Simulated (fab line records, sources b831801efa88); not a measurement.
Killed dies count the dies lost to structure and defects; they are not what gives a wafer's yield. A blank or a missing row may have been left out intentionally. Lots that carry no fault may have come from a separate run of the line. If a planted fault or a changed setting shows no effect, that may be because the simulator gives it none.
A struck lot beside a sound one + flow sfq-line + 42 out of 325 route steps
Sound: wafers L924.1, L924.3, L924.6. Struck: wafer L933.4 (left out: L933.3, L933.6 of the same lot, which were not struck); the cause appears at the end.
For every step that has rows: the tool of each side, followed by ch and its chambers, followed by its first start. Under that, the readings that differ: sound wafers + struck wafers + difference of the means + sigmas: that difference in standard deviations of wafers without a fault.
alike: readings with means less than 2 such deviations apart, plus words and numbers identical on both sides. not compared: withheld readings, readings lacking a value on some wafer, bounds such as >300 that could conceal the same value, and numbers that have no deviation in the record and whose values overlap.
A row with sigmas, a row that says differs or no value, or rows on one side alone: a step with any of these is where the two part. Non-overlapping numbers with no deviation appear without sigmas and do not part them. A reading missing from all wafers of one side parts the sides only when that side holds two or more wafers.

first, 6 steps without rows for these wafers: SFQ_TRILAYER_M3_LITHO_COAT_080 (resist thk 62 nm); SFQ_TRILAYER_M3_LITHO_COAT_075 (resist thk 600 nm); SFQ_TRILAYER_M3_LITHO_SOFTBAKE_079; SFQ_TRILAYER_M3_LITHO_EXPOSE_076 (exposes mask M3, target cd 500 nm); SFQ_TRILAYER_M3_LITHO_PEB_078 (peb time 60 s); SFQ_TRILAYER_M3_LITHO_DEVELOP_077 (time 60 s).
SFQ_M3_OVL_MEAS_921:
  sound on overlay-02, day 37 14:00; struck on overlay-01, day 41 04:12
| reading     | sound | struck | difference | sigmas |
|-------------|-------|--------|------------|--------|
| M3_OVL (nm) | 6 2 4 | -18    | -22        | -3     |
then, 1 step without rows for these wafers: SFQ_TRILAYER_M3_BARC_OPEN_METAL_ETCH_100 (etches BARC in O2, target depth 125 nm, time 41.7 s).
SFQ_TRILAYER_M3_ETCH_METAL_ETCH_078: etches Nb in Cl2/Ar, stops on SiO2, target depth 240 nm, time 120 s.
  sound on rie-metal-01 ch 0, day 37 14:06; struck on rie-metal-04 ch 1, day 41 04:19
  alike: drypump-motor-current-A, oes-product-au
  not compared: rf-hours-counter-h
SFQ_TRILAYER_M3_STRIP_STRIP_079: strips in O2.
  sound on rie-metal-01 ch 0, day 37 14:13; struck on rie-metal-04 ch 1, day 41 04:36
  alike: drypump-motor-current-A, oes-product-au
  not compared: rf-hours-counter-h
then, 1 step without rows for these wafers: SFQ_TRILAYER_M3_STRIP_SOLV_CLEAN_080 (cleans in NMP, time 600 s).
SFQ_TRILAYER_I3_DEP_PECVD_081: deposits SiO2 from SiH4/N2O, time 111.11 s, target thk 500 nm.
  sound on pecvd-01 ch 0,1,2, day 37 15:00; struck on pecvd-02 ch 2, day 41 05:11
| reading            | sound    | struck | difference | sigmas |
|--------------------|----------|--------|------------|--------|
| heater-power-w (W) | 70 78 83 | 103    | +26        | +2     |
  alike: throttle-valve-pct
SFQ_TRILAYER_I3_CMP_CMP_082: polishes SiO2.
  sound on cmp-02 ch 0,1, day 37 15:05; struck on cmp-02 ch 2, day 41 18:47
| reading                                             | sound             | struck | difference | sigmas |
|-----------------------------------------------------|-------------------|--------|------------|--------|
| model.SiO2_of_TRILAYER_I3_DEP_PECVD_081.thk-nm (nm) | 198.3 199.5 200.1 | 250.4  | +51.1      |        |
  alike: edge-zone-pressure-frac, motor-current-A, time-to-endpoint-s
SFQ_I3_BOW_MEAS_922:
  sound on film-metro-01, day 37 18:05; struck on film-metro-02, day 41 20:49
  alike: I3_BOW
SFQ_TRILAYER_I3_METRO_MEASURE_083:
  sound on film-metro-01, day 37 18:12; struck on film-metro-02, day 41 21:18
| reading     | sound             | struck | difference | sigmas |
|-------------|-------------------|--------|------------|--------|
| thk-nm (nm) | 198.3 199.5 200.0 | 250.5  | +51.2      | +39    |
then, 6 steps without rows for these wafers: SFQ_TRILAYER_I3_VIA_LITHO_COAT_090 (resist thk 62 nm); SFQ_TRILAYER_I3_VIA_LITHO_COAT_085 (resist thk 650 nm); SFQ_TRILAYER_I3_VIA_LITHO_SOFTBAKE_089; SFQ_TRILAYER_I3_VIA_LITHO_EXPOSE_086 (exposes mask I3, target cd 500 nm); SFQ_TRILAYER_I3_VIA_LITHO_PEB_088 (peb time 60 s); SFQ_TRILAYER_I3_VIA_LITHO_DEVELOP_087 (time 60 s).
-- the record jumps here: 6 days lie between the struck wafers' starts before and after --
SFQ_I3_OVL_MEAS_923:
  sound on overlay-02, day 43 19:36; struck on overlay-02, day 47 17:49
  alike: I3_OVL
then, 1 step without rows for these wafers: SFQ_TRILAYER_I3_VIA_BARC_OPEN_VIA_ETCH_121 (etches BARC in O2, target depth 125 nm, time 41.7 s).
SFQ_TRILAYER_I3_VIA_ETCH_VIA_ETCH_088: etches SiO2 in CHF3, stops on Nb, target depth 260 nm.
  sound on rie-diel-01 ch 1,3, day 43 19:40; struck on rie-diel-04 ch 3, day 47 17:52
| reading                        | sound             | struck | difference | sigmas |
|--------------------------------|-------------------|--------|------------|--------|
| drypump-motor-current-A (A)    | 5.7 5.2 5.2       | 6.3    | +0.9       | +2     |
| oes-product-au (a.u.)          | 0.852 0.848 0.854 | 0.979  | +0.128     | +24    |
| model.etch.depth-nm (nm)       | 198.3 199.5 200.1 | 250.4  | +51.1      |        |
| model.I3.feature-depth-nm (nm) | 198.3 199.5 200.1 | 250.4  | +51.1      |        |
SFQ_TRILAYER_I3_VIA_STRIP_STRIP_089: strips in O2.
  sound on rie-metal-03 ch 0,1, day 43 19:47; struck on rie-metal-04 ch 1, day 47 18:11
  alike: drypump-motor-current-A, oes-product-au
  not compared: rf-hours-counter-h
then, 1 step without rows for these wafers: SFQ_TRILAYER_I3_VIA_STRIP_SOLV_CLEAN_090 (cleans in NMP, time 600 s).
SFQ_TRILAYER_M4_DEP_PRE_CLEAN_092: time 22.5 s.
  sound on pvd-sputter-04, day 43 20:46; struck on pvd-sputter-06, day 47 18:46
| reading                                             | sound           | struck | difference | sigmas |
|-----------------------------------------------------|-----------------|--------|------------|--------|
| model.SiO2_of_TRILAYER_I3_DEP_PECVD_081.thk-nm (nm) | 190.8 192 192.6 | 242.9  | +51.1      |        |
then, 1 step without rows for these wafers: SFQ_TRILAYER_M4_DEP_SPUTTER_091 (material Nb, target thk 200 nm, time 133.3 s).
SFQ_M4_RS_MEAS_924: the measuring method here is four-point-probe.
  sound on film-metro-02, day 43 20:53; struck on film-metro-03, day 47 18:55
  alike: M4_NB_RS
then, 6 steps without rows for these wafers: SFQ_TRILAYER_M4_LITHO_COAT_098 (resist thk 62 nm); SFQ_TRILAYER_M4_LITHO_COAT_093 (resist thk 600 nm); SFQ_TRILAYER_M4_LITHO_SOFTBAKE_097; SFQ_TRILAYER_M4_LITHO_EXPOSE_094 (exposes mask M4, target cd 500 nm); SFQ_TRILAYER_M4_LITHO_PEB_096 (peb time 60 s); SFQ_TRILAYER_M4_LITHO_DEVELOP_095 (time 60 s).
-- the record jumps here: 6 days lie between the struck wafers' starts before and after --
SFQ_M4_OVL_MEAS_926:
  sound on overlay-01, day 43 23:19; struck on overlay-02, day 53 19:50
  alike: M4_OVL
then, 4 steps without rows for these wafers: SFQ_TRILAYER_M4_BARC_OPEN_METAL_ETCH_123 (etches BARC in O2, target depth 125 nm, time 41.7 s); SFQ_TRILAYER_M4_ETCH_METAL_ETCH_096 (etches Nb in Cl2/Ar, stops on SiO2, target depth 240 nm, time 120 s); SFQ_TRILAYER_M4_STRIP_STRIP_097 (strips in O2); SFQ_TRILAYER_M4_STRIP_SOLV_CLEAN_098 (cleans in NMP, time 600 s).
SFQ_TRILAYER_I4_DEP_PECVD_099: deposits SiO2 from SiH4/N2O, time 111.11 s, target thk 500 nm.
  sound on pecvd-04 ch 1,2, day 44 00:19; struck on pecvd-04 ch 1, day 53 20:50
  alike: heater-power-w, throttle-valve-pct
-- the record jumps here: 34 days lie between the struck wafers' starts before and after --
SFQ_M8_BOW_MEAS_951:
  sound on film-metro-03, day 86 12:50; struck on film-metro-03, day 88 06:55
| reading                 | sound             | struck | difference | sigmas |
|-------------------------|-------------------|--------|------------|--------|
| model.etest.i3.link-ohm | 1.946 1.986 1.944 | 2.015  | +0.056     |        |
  alike: M8_BOW

== WHERE THEY PART ==
At SFQ_M3_OVL_MEAS_921 first; at SFQ_TRILAYER_I3_VIA_ETCH_VIA_ETCH_088 last (within this record only). Later steps at which nothing parts them and some readings are alike: SFQ_TRILAYER_I3_VIA_STRIP_STRIP_089, SFQ_M4_RS_MEAS_924, SFQ_M4_OVL_MEAS_926, SFQ_TRILAYER_I4_DEP_PECVD_099, SFQ_M8_BOW_MEAS_951.

WHY: whatever the simulator had introduced
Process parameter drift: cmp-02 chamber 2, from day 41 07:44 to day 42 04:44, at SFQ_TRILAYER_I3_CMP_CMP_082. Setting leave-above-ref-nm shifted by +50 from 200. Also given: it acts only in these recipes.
